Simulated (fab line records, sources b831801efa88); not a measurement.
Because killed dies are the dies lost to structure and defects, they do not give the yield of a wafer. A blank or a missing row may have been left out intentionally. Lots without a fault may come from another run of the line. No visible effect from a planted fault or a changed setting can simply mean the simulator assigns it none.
fab line records	flow sky130
record: lots: 6	wafers: 17	lastDay: 50
route steps=708 shown VT_ADJUST_LVTN@104 VT_ADJUST_NCORE@119 PAD_OPEN@708
lots that met no fault: taken from a fault-free run of the same line
startH: hours from the record's first day to the start of the lot's first wafer shown	waitH: hours elapsed since this lot's preceding step	" repeats the value in the row above	L1.1+2: a single row standing in for several wafers	- no value present, or no start provided	* or withheld: withheld	< > ~ a bound
route shown NAME@n: a module of which the file shows steps, and the number in the route of the first	usual: average and standard deviation across the fault-free wafers	same: alike in all rows	chamber/n: place in a boat	sites: each site's reading	_std_site: standard deviation of those values	_edge_site: the outer-site mean with the inner-site mean subtracted	radiusMm: how far each site lies from the wafer's centre	mask NAME#n: copy n	behind: the tool/chamber that last shaped the wafer	hold: why the lot was held/for how many hours/how that ended	device: transistor that didn't switch, given as n, p or np	end of line: the tests these same wafers got at the end of their route	a step given without rows: its recipe and nothing more	killed: count of dies lost to structure and defects at first sort (not the wafer's yield)	map: shows each die of a wafer: x if killed, . if not, _ if none is there
set.NAME: the setting as run; set.NAME@STEP: as run at that earlier step	model.NAME: the simulator's own value behind a step, which no gauge read
certain route steps with their lots: each step a table, each wafer a row
services: the hour from which a tool's chamber was out of use, counted from the record's first day as startH (under 0 if before that day), plus the number of hours and why
== steps ==
step: SKY_VT_ADJUST_LVTN_OVL_MEAS_07
usual: VT_ADJUST_LVTN_OVL: 2.0/1.4
lot.wafer	tool	chamber	startH	waitH	VT_ADJUST_LVTN_OVL[nm]
L648.2	overlay-01	-	181.39	-	0.8
L648.3	"	-	"	"	1.1
L648.5	"	-	"	"	2.2
L654.3	overlay-01	-	215.58	-	3.4
L654.4	"	-	"	"	2.6
L654.6	"	-	"	"	1.9
L658.2	overlay-02	-	249.59	-	1.1
L658.4	"	-	"	"	0.1
L661.3	overlay-01	-	264.43	-	3.2
L661.4	"	-	"	"	3.3
L661.5	"	-	"	"	4.0
L663.1	overlay-01	-	289.57	-	2.2
L663.3	"	-	"	"	2.2
L663.4	"	-	"	"	4.2
L664.1	overlay-02	-	299.42	-	1.0
L664.4	"	-	"	"	2.4
L664.5	"	-	"	"	2.5
step: SKY_VT_ADJUST_LVTN_IMPLANT_08
recipe: species: B	energyKev: 30	doseCm2: 1.57e+12	tiltDeg: withheld
step: SKY_VT_ADJUST_LVTN_STRIP_09
recipe: chemistry: O2/N2	powerW: 1400	pressureMtorr: 1500	platenTempC: withheld	o2FlowSccm: 3000	n2FlowSccm: 300	overashFraction: 0.5
usual: drypumpMotorCurrentA: 5.7/0.5	oesProductAu: 0.722/0.0048	stripTimeToEndpointS: 36.91/0.1
same: overashFraction: 0.5
lot.wafer	tool	chamber	startH	waitH	drypumpMotorCurrentA	oesProductAu	rfHoursCounterH	stripTimeToEndpointS
L648.2	plasmaAsher-04	1	181.57	0.1	5.2	0.723	7	37.04
L648.3	"	0	"	"	5.6	0.723	-	37.00
L648.5	"	1	"	"	5.2	0.732	-	36.90
L654.3	plasmaAsher-02	0	215.79	0.1	5.3	0.718	-	36.73
L654.4	"	1	"	"	5.7	0.727	-	36.95
L654.6	"	0	"	"	5.4	0.732	-	36.85
L658.2	plasmaAsher-02	1	249.77	0.1	5.7	0.721	58	36.83
L658.4	"	0	"	"	5.3	0.727	-	36.81
L661.3	plasmaAsher-01	0	264.64	0.1	6.5	0.720	-	36.90
L661.4	"	1	"	"	6.6	0.720	-	36.77
L661.5	"	0	"	"	6.5	0.721	-	36.86
L663.1	plasmaAsher-01	1	289.76	0.1	6.6	0.726	47	36.98
L663.3	"	0	"	"	6.5	0.725	-	37.11
L663.4	"	1	"	"	6.6	0.719	-	36.94
L664.1	plasmaAsher-02	0	299.61	0.1	5.3	0.732	62	36.97
L664.4	"	1	"	"	5.7	0.730	-	36.85
L664.5	"	1	"	"	5.7	0.721	-	36.97
step: SKY_VT_ADJUST_LVTN_TW_MEAS_10
usual: VT_ADJUST_LVTN_TW: 241.3/2.3
lot.wafer	tool	chamber	startH	waitH	VT_ADJUST_LVTN_TW
L648.2	filmMetro-03	-	181.68	0.1	241.7
L648.3	"	-	"	"	240.7
L648.5	"	-	"	"	241.0
L654.3	filmMetro-02	-	215.88	0.1	238.3
L654.4	"	-	"	"	238.5
L654.6	"	-	"	"	238.8
L658.2	filmMetro-02	-	249.88	0.1	239.5
L658.4	"	-	"	"	238.4
L661.3	filmMetro-02	-	264.73	0.1	239.6
L661.4	"	-	"	"	238.7
L661.5	"	-	"	"	239.9
L663.1	filmMetro-01	-	289.86	0.1	245.1
L663.3	"	-	"	"	245.1
L663.4	"	-	"	"	243.4
L664.1	filmMetro-01	-	299.71	0.1	245.5
L664.4	"	-	"	"	245.4
L664.5	"	-	"	"	243.4
step: SKY_VT_ADJUST_LVTN_DEHYDRATE_11
recipe: tempC: 200	timeS: 60
step: SKY_VT_ADJUST_LVTN_HMDS_12
recipe: primeTimeS: 60	primeTempC: 120
step: SKY_VT_ADJUST_LVTN_COAT_13
recipe: resist: NOVOLAK	spinRpm: 3000	resistThkNm: 1140
step: SKY_VT_ADJUST_LVTN_SOFTBAKE_14
recipe: tempC: 90	timeS: 60	resist: NOVOLAK
step: SKY_VT_ADJUST_LVTN_EXPOSE_15
recipe: maskId: HVN_STD_DERIVED	na: 0.6	sourceShape: conventional	sigmaOuter: 0.6	polarization: unpolarized	targetCdNm: 600	doseMj: 163
step: SKY_VT_ADJUST_LVTN_PEB_16
recipe: tempC: withheld	timeS: *	resist: NOVOLAK
step: SKY_VT_ADJUST_LVTN_DEVELOP_17
recipe: resist: NOVOLAK	developer: TMAH	developTimeS: 60	devTempC: 23
step: SKY_VT_ADJUST_LVTN_OVL_MEAS_18
usual: VT_ADJUST_LVTN_01_OVL: -0.2/1.4
lot.wafer	tool	chamber	startH	waitH	VT_ADJUST_LVTN_01_OVL[nm]
L648.2	overlay-02	-	203.54	0.1	-1.7
L648.3	"	-	"	"	-1.0
L648.5	"	-	"	"	-2.5
L654.3	overlay-01	-	238.33	0.1	2.1
L654.4	"	-	"	"	1.5
L654.6	"	-	"	"	0.6
L658.2	overlay-02	-	273.94	0.1	-0.7
L658.4	"	-	"	"	-0.1
L661.3	overlay-02	-	289.88	0.1	-2.5
L661.4	"	-	"	"	-2.1
L661.5	"	-	"	"	0.1
L663.1	overlay-02	-	315.77	0.1	-0.3
L663.3	"	-	"	"	-1.3
L663.4	"	-	"	"	-2.5
L664.1	overlay-02	-	325.87	0.1	0.7
L664.4	"	-	"	"	0.4
L664.5	"	-	"	"	1.6
step: SKY_VT_ADJUST_LVTN_IMPLANT_19
recipe: species: B	energyKev: 30	doseCm2: 6.5e+11	tiltDeg: withheld
usual: beamOnS: 9.98/0.2	faradayCurrentUA: 3.68/0.072
lot.wafer	tool	chamber	startH	waitH	beamOnS	faradayCurrentUA
L648.2	implanter-04	0	203.60	0.0	9.95	3.68
L648.3	"	0	"	"	10.02	3.66
L648.5	"	0	"	"	9.93	3.68
L654.3	implanter-01	0	238.41	0.1	9.90	3.71
L654.4	"	0	"	"	9.97	3.68
L654.6	"	0	"	"	9.87	3.71
L658.2	implanter-04	0	274.00	0.0	14.17	2.58
L658.4	"	0	"	"	14.28	2.58
L661.3	implanter-04	0	289.96	0.1	10.06	3.63
L661.4	"	0	"	"	14.36	2.56
L661.5	"	0	"	"	9.88	3.69
L663.1	implanter-01	0	315.81	0.0	10.07	3.65
L663.3	"	0	"	"	9.76	3.74
L663.4	"	0	"	"	10.17	3.62
L664.1	implanter-01	0	325.91	0.0	9.88	3.71
L664.4	"	0	"	"	10.08	3.65
L664.5	"	0	"	"	10.33	3.55
step: SKY_VT_ADJUST_LVTN_STRIP_20
recipe: chemistry: O2/N2	powerW: 1400	pressureMtorr: 1500	platenTempC: withheld	o2FlowSccm: 3000	n2FlowSccm: 300	overashFraction: 0.5
usual: drypumpMotorCurrentA: 6.1/0.53	oesProductAu: 0.715/0.0048	stripTimeToEndpointS: 14.17/0.045
same: overashFraction: 0.5
lot.wafer	tool	chamber	startH	waitH	drypumpMotorCurrentA	oesProductAu	rfHoursCounterH	stripTimeToEndpointS
L648.2	plasmaAsher-01	0	203.72	0.1	6.5	0.709	38	14.12
L648.3	"	1	"	"	6.6	0.708	-	14.15
L648.5	"	1	"	"	6.6	0.714	-	14.18
L654.3	plasmaAsher-02	0	238.54	0.1	5.4	0.714	-	14.22
L654.4	"	1	"	"	5.7	0.720	-	14.23
L654.6	"	1	"	"	5.7	0.722	-	14.20
L658.2	plasmaAsher-01	1	274.12	0.1	6.6	0.719	45	14.23
L658.4	"	0	"	"	6.5	0.706	-	14.24
L661.3	plasmaAsher-02	0	290.09	0.1	5.3	0.717	-	14.14
L661.4	"	1	"	"	5.7	0.710	-	14.10
L661.5	"	1	"	"	5.7	0.714	-	14.15
L663.1	plasmaAsher-04	0	315.99	0.2	5.5	0.718	20	14.19
L663.3	"	0	"	"	5.5	0.722	-	14.14
L663.4	"	1	"	"	5.2	0.708	-	14.14
L664.1	plasmaAsher-01	1	326.06	0.1	6.6	0.715	49	14.15
L664.4	"	0	"	"	6.5	0.719	-	14.11
L664.5	"	0	"	"	6.5	0.711	-	14.20
step: SKY_VT_ADJUST_LVTN_TW_MEAS_21
usual: VT_ADJUST_LVTN_2_TW: 188.0/2.1
lot.wafer	tool	chamber	startH	waitH	VT_ADJUST_LVTN_2_TW
L648.2	filmMetro-02	-	203.83	0.1	185.9
L648.3	"	-	"	"	185.8
L648.5	"	-	"	"	184.5
L654.3	filmMetro-01	-	238.63	0.1	190.6
L654.4	"	-	"	"	191.1
L654.6	"	-	"	"	190.1
L658.2	filmMetro-03	-	274.23	0.1	206.5
L658.4	"	-	"	"	206.6
L661.3	filmMetro-03	-	290.18	0.1	187.5
L661.4	"	-	"	"	208.3
L661.5	"	-	"	"	187.1
L663.1	filmMetro-01	-	316.09	0.1	191.9
L663.3	"	-	"	"	190.7
L663.4	"	-	"	"	191.2
L664.1	filmMetro-03	-	326.16	0.1	188.1
L664.4	"	-	"	"	188.9
L664.5	"	-	"	"	189.8
step: SKY_VT_ADJUST_NCORE_DEHYDRATE_00
recipe: tempC: 200	timeS: 60
step: SKY_PAD_OPEN_PROBE_99
usual: killed_at_M0_to_M3: 45/6.8	killed_at_M4_up: 3.2/1.6	killedAtContacts: 24/5.1	killedAtFrontEnd: 14/4.4	killedAtOther: 0.4/0.65	killedDies: 87/8.8	killedOpen: 47/7.2	killedShort: 39/6.1
same: grossDies: 492	killedAtBackSide: 0
lot.wafer	tool	chamber	startH	waitH	killed_at_M0_to_M3	killed_at_M4_up	killedAtContacts	killedAtFrontEnd	killedAtOther	killedDies	killedOpen	killedShort	model.etest.resPwellUnderGate.rsOhmSq	model.etest.nfetG5v0d10v5.bodyRiseV	model.etest.nfet_16v.bodyRiseV	model.etest.nfetG5v0d10v5.vtSatV	model.etest.nfetG5v0d10v5.vtV	model.etest.nfet_16v.vtV	model.etest.nfetG5v0d10v5.vtLongV
L648.2	prober-02	-	1114.89	0.1	36	1	26	10	0	73	51	21	2314	0.6662	0.6583	0.7628	0.8163	0.7512	0.7971
L648.3	prober-02	-	1114.94	0.2	44	3	20	18	0	85	43	40	2312	0.6737	0.6636	0.7511	0.8083	0.7533	0.7999
L648.5	prober-02	-	1115.04	0.2	44	3	39	7	0	93	51	42	2311	0.6738	0.6681	0.7618	0.815	0.7571	0.8001
L654.3	prober-01	-	1143.51	0.2	44	3	27	19	0	93	45	47	2266	0.6746	0.6682	0.7584	0.8181	0.7648	0.8103
L654.4	prober-01	-	1143.56	0.2	51	3	20	20	1	95	55	40	2268	0.6804	0.6696	0.7697	0.8264	0.7738	0.8179
L654.6	prober-01	-	1143.66	0.2	54	3	24	8	0	89	50	38	2278	0.6905	0.6812	0.7774	0.8375	0.7797	0.826
L658.2	prober-02	-	1170.04	0.1	37	6	22	16	0	81	46	35	2250	0.7001	0.6922	0.7955	0.8435	0.7739	0.821
L658.4	prober-02	-	1170.14	0.2	37	2	27	12	1	79	49	29	2271	0.7038	0.6957	0.8069	0.8545	0.7827	0.8269
L661.3	prober-01	-	1193.57	0.2	41	3	20	13	0	77	39	38	2280	0.6679	0.6587	0.759	0.8161	0.7587	0.8031
L661.4	prober-01	-	1193.62	0.2	49	2	20	17	0	88	44	44	2215	0.7105	0.7011	0.7895	0.8414	0.7847	0.8286
L661.5	prober-01	-	1193.67	0.2	55	3	30	15	0	103	51	52	2272	0.6673	0.6582	0.7643	0.8215	0.765	0.8106
L663.1	prober-01	-	1197.09	0.1	51	4	23	9	0	87	39	48	2268	0.6794	0.6697	0.7509	0.8092	0.756	0.8005
L663.3	prober-01	-	1197.19	0.2	53	4	19	10	0	86	46	40	2272	0.6953	0.6854	0.7712	0.8287	0.7802	0.8245
L663.4	prober-01	-	1197.24	0.2	53	5	31	13	0	102	51	51	2274	0.6803	0.6739	0.7618	0.8204	0.7647	0.8079
L664.1	prober-02	-	1201.32	0.1	43	2	21	18	3	87	54	33	2290	0.6761	0.6674	0.7426	0.8093	0.7617	0.8039
L664.4	prober-02	-	1201.47	0.2	42	3	21	11	0	77	45	32	2269	0.6905	0.6813	0.7684	0.8316	0.7787	0.8224
L664.5	prober-02	-	1201.52	0.2	34	5	19	15	0	73	42	31	2281	0.6781	0.6698	0.7508	0.8126	0.7672	0.8112
killed by level:class
L648.2 CONTACT:geometricParticle:open=16 VIA1:geometricParticle:open=13 VIA3:geometricParticle:open=7 FIELD_ISO:geometricParticle:open=4 CONTACT:geometricParticle:short=4 VIA1:geometricParticle:short=4 VIA2:geometricParticle:open=4 FIELD_ISO:geometricParticle:short=3
L648.3 VIA2:geometricParticle:open=9 CONTACT:geometricParticle:open=7 VIA1:geometricParticle:open=7 FIELD_ISO:geometricParticle:short=6 LI_CONTACT:geometricParticle:open=5 VIA1:geometricParticle:short=5 VIA3:geometricParticle:open=4 POLY_GATE:geometricParticle:open=4
L648.5 CONTACT:geometricParticle:open=12 CONTACT:geometricParticle:short=10 METAL2:geometricParticle:short=10 VIA2:geometricParticle:open=9 VIA1:geometricParticle:open=8 LOCAL_INTERCONNECT:geometricParticle:short=7 LI_CONTACT:geometricParticle:open=6 VIA3:geometricParticle:open=5
L654.3 VIA1:geometricParticle:open=12 CONTACT:geometricParticle:open=10 POLY_GATE:geometricParticle:open=7 CONTACT:geometricParticle:short=6 VIA3:geometricParticle:open=6 POLY_GATE:geometricParticle:short=5 METAL2:geometricParticle:short=5 FIELD_ISO:geometricParticle:short=4
L654.4 VIA1:geometricParticle:open=12 METAL2:geometricParticle:short=9 FIELD_ISO:geometricParticle:open=8 VIA3:geometricParticle:open=8 METAL1:geometricParticle:short=7 LI_CONTACT:geometricParticle:open=6 CONTACT:geometricParticle:open=6 VIA2:geometricParticle:open=6
L654.6 VIA2:geometricParticle:open=14 VIA1:geometricParticle:open=11 VIA1:geometricParticle:short=9 CONTACT:geometricParticle:open=8 LOCAL_INTERCONNECT:geometricParticle:short=7 LI_CONTACT:geometricParticle:open=6 VIA3:geometricParticle:open=5 POLY_GATE:geometricParticle:short=4
L658.2 VIA1:geometricParticle:open=12 LI_CONTACT:geometricParticle:open=7 CONTACT:geometricParticle:open=7 METAL1:geometricParticle:short=6 VIA1:geometricParticle:short=5 METAL4:geometricParticle:short=5 POLY_GATE:geometricParticle:open=4 LOCAL_INTERCONNECT:geometricParticle:short=4
L658.4 CONTACT:geometricParticle:open=9 VIA3:geometricParticle:open=9 VIA1:geometricParticle:open=9 VIA2:geometricParticle:open=7 LI_CONTACT:geometricParticle:short=5 LI_CONTACT:geometricParticle:open=4 LOCAL_INTERCONNECT:geometricParticle:short=4 CONTACT:geometricParticle:short=4
L661.3 LI_CONTACT:geometricParticle:open=7 CONTACT:geometricParticle:open=7 VIA1:geometricParticle:open=7 VIA1:geometricParticle:short=6 VIA3:geometricParticle:short=6 FIELD_ISO:geometricParticle:open=5 VIA2:geometricParticle:open=5 METAL1:geometricParticle:short=5
L661.4 VIA1:geometricParticle:open=10 VIA2:geometricParticle:open=6 METAL1:geometricParticle:short=6 VIA3:geometricParticle:open=6 POLY_GATE:geometricParticle:open=5 LI_CONTACT:geometricParticle:open=5 CONTACT:geometricParticle:open=5 FIELD_ISO:geometricParticle:short=4
L661.5 VIA2:geometricParticle:open=12 LOCAL_INTERCONNECT:geometricParticle:short=8 METAL1:geometricParticle:short=8 VIA1:geometricParticle:open=8 FIELD_ISO:geometricParticle:short=7 CONTACT:geometricParticle:short=7 METAL3:geometricParticle:short=7 CONTACT:geometricParticle:open=7
L663.1 VIA1:geometricParticle:open=12 CONTACT:geometricParticle:open=11 METAL1:geometricParticle:short=10 VIA1:geometricParticle:short=7 METAL2:geometricParticle:short=5 FIELD_ISO:geometricParticle:short=4 LI_CONTACT:geometricParticle:open=4 LOCAL_INTERCONNECT:geometricParticle:short=4
L663.3 VIA1:geometricParticle:open=13 VIA1:geometricParticle:short=8 METAL2:geometricParticle:short=8 METAL1:geometricParticle:short=7 VIA3:geometricParticle:open=7 LI_CONTACT:geometricParticle:open=6 CONTACT:geometricParticle:open=6 POLY_GATE:geometricParticle:open=4
L663.4 CONTACT:geometricParticle:open=14 VIA1:geometricParticle:open=10 METAL2:geometricParticle:short=8 METAL1:geometricParticle:short=7 LI_CONTACT:geometricParticle:open=6 METAL4:geometricParticle:short=5 VIA3:geometricParticle:short=5 VIA3:geometricParticle:open=5
L664.1 CONTACT:geometricParticle:open=14 VIA2:geometricParticle:open=11 VIA1:geometricParticle:open=9 POLY_GATE:geometricParticle:short=7 VIA1:geometricParticle:short=6 VIA3:geometricParticle:open=5 FIELD_ISO:geometricParticle:open=4 POLY_GATE:geometricParticle:open=3
L664.4 VIA1:geometricParticle:open=11 LI_CONTACT:geometricParticle:open=8 VIA2:geometricParticle:open=8 CONTACT:geometricParticle:open=6 CONTACT:geometricParticle:short=4 VIA1:geometricParticle:short=4 VIA2:geometricParticle:short=4 POLY_GATE:geometricParticle:short=3
L664.5 VIA2:geometricParticle:open=9 CONTACT:geometricParticle:open=7 LI_CONTACT:geometricParticle:open=6 POLY_GATE:geometricParticle:open=5 VIA1:geometricParticle:open=5 VIA3:geometricParticle:open=5 METAL4:geometricParticle:short=5 METAL1:geometricParticle:short=4
== services ==
tool	chamber	startH	hours	kind
plasmaAsher-02	-	179.01	2.8	pm
plasmaAsher-01	-	190.71	1.3	repair
plasmaAsher-02	-	231.53	0.8	repair
implanter-04	-	234.45	1.7	repair
plasmaAsher-04	-	264.16	5.2	repair
implanter-01	-	289.80	2.5	pm
plasmaAsher-01	-	314.88	2.8	pm
== key ==
firstSign: step: SKY_VT_ADJUST_LVTN_IMPLANT_19	reading: beamOnS	direction: up	sigmas: 22	usual: 9.98	struck: 14.27
effect: step: SKY_VT_ADJUST_LVTN_IMPLANT_19	reading: faradayCurrentUA	direction: down	sigmas: 15	usual: 3.68	struck: 2.57
effect: step: SKY_VT_ADJUST_LVTN_TW_MEAS_21	reading: VT_ADJUST_LVTN_2_TW	direction: up	sigmas: 9.2	usual: 188.0	struck: 207.1
modelEffect: step: SKY_PAD_OPEN_PROBE_99	value: etest.resPwellUnderGate.rsOhmSq	without: 2295	struck: 2245
metAt SKY_VT_ADJUST_LVTN_IMPLANT_19
struckWafers L658.2,L658.4,L661.4
testerLeftOut L658,L661
onsetBetween 203.60 274.00
fault: kind: processParameterDrift	tool: implanter-04	chamber: -	onsetH: 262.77	steps: SKY_VT_ADJUST_LVTN_IMPLANT_19	channel: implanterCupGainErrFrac	offset: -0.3	shape: step	endH: 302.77	scope: struckWafersOnly
testerLeftOut: of these lots the tester's yield and bins aren't shown, on N5 and GAA mostly nor the transistor test; their killed dies are dies lost to structure and defects alone, not to doping, threshold or leakage, so they don't give the yield
